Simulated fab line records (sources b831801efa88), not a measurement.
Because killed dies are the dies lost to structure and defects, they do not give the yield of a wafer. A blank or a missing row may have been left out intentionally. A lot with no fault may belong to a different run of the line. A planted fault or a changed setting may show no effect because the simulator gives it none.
A single fault, viewed from 2 desks + flow gf180mcu + each desk has only its own numbers; what lay behind them comes last

AT THE METROLOGY DESK
Means of the sampled wafers that have a number, per lot and without regard to the tool the lot ran on: this is what the gauges read. If a lot's mean is further than 4 standard deviations from the usual mean, the lot is out of limits and carries the mark OUT (the distance appears in the brackets).
Columns: A = MVSD_TW at GF_MVSD_TW_MEAS_11, usual 1582; B = MVPSD_OVL at GF_MVPSD_OVL_MEAS_07, usual 1.0 nm; C = MVPSD_TW at GF_MVPSD_TW_MEAS_11, usual 553; D = VT_IMPLANT_OVL at GF_VT_IMPLANT_OVL_MEAS_07, usual 0.2 nm; E = VT_IMPLANT_TW at GF_VT_IMPLANT_TW_MEAS_10, usual 559; F = VT_IMPLANT_01_OVL at GF_VT_IMPLANT_OVL_MEAS_18, usual 0.7 nm; G = VT_IMPLANT_2_TW at GF_VT_IMPLANT_TW_MEAS_21, usual 1204
| lot  | first seen here | A    | B    | C   | D    | E   | F    | G    |
|------|-----------------|------|------|-----|------|-----|------|------|
| L783 | day 4 14:56     | 1575 | -1.9 | 547 | 0.6  | 561 | -0.2 | 1193 |
| L787 | day 5 16:39     | 1572 | 2.9  | 552 | 2.4  | 552 | -1.2 | 1208 |
| L789 | day 6 02:56     | 1600 | 1.0  | 552 | 0.2  | 562 | -1.3 | 1189 |
| L799 | day 9 01:06     | 1568 | 0.0  | 549 | -2.2 | 567 | 1.5  | 1196 |
| L802 | day 9 07:12     | 1593 | 1.1  | 556 | -0.5 | 559 | -0.5 | 1204 |
| L805 | day 10 07:03    | 1593 | 0.6  | 552 | 0.9  | 564 | 1.8  | 1194 |
This desk's verdict: no lot among the 6 shows anything out of limits.

AT THE TOOL OWNER'S DESK: implanter-01
The tool's own readings at GF_MVPSD_IMPLANT_09, given as means over the sampled wafers that have a number, one for each lot that went through this tool. If a lot's mean is further than 4 standard deviations from the usual mean, the lot is out of limits and carries the mark OUT (the distance appears in the brackets).
Columns: A = beam-on-s at GF_MVPSD_IMPLANT_09, usual 9.97 s
| lot  | first seen here | A     |
|------|-----------------|-------|
| L787 | day 6 07:31     | 10.00 |
| L789 | day 6 17:18     | 10.14 |
| L805 | day 11 01:20    | 9.88  |
This desk's verdict: no lot among the 3 shows anything out of limits.

BROUGHT TOGETHER
From the metrology desk's view, nothing was out of limits.
Nothing out of limits was seen by the tool owner's desk.

WHAT THE SIMULATOR HAD PUT IN
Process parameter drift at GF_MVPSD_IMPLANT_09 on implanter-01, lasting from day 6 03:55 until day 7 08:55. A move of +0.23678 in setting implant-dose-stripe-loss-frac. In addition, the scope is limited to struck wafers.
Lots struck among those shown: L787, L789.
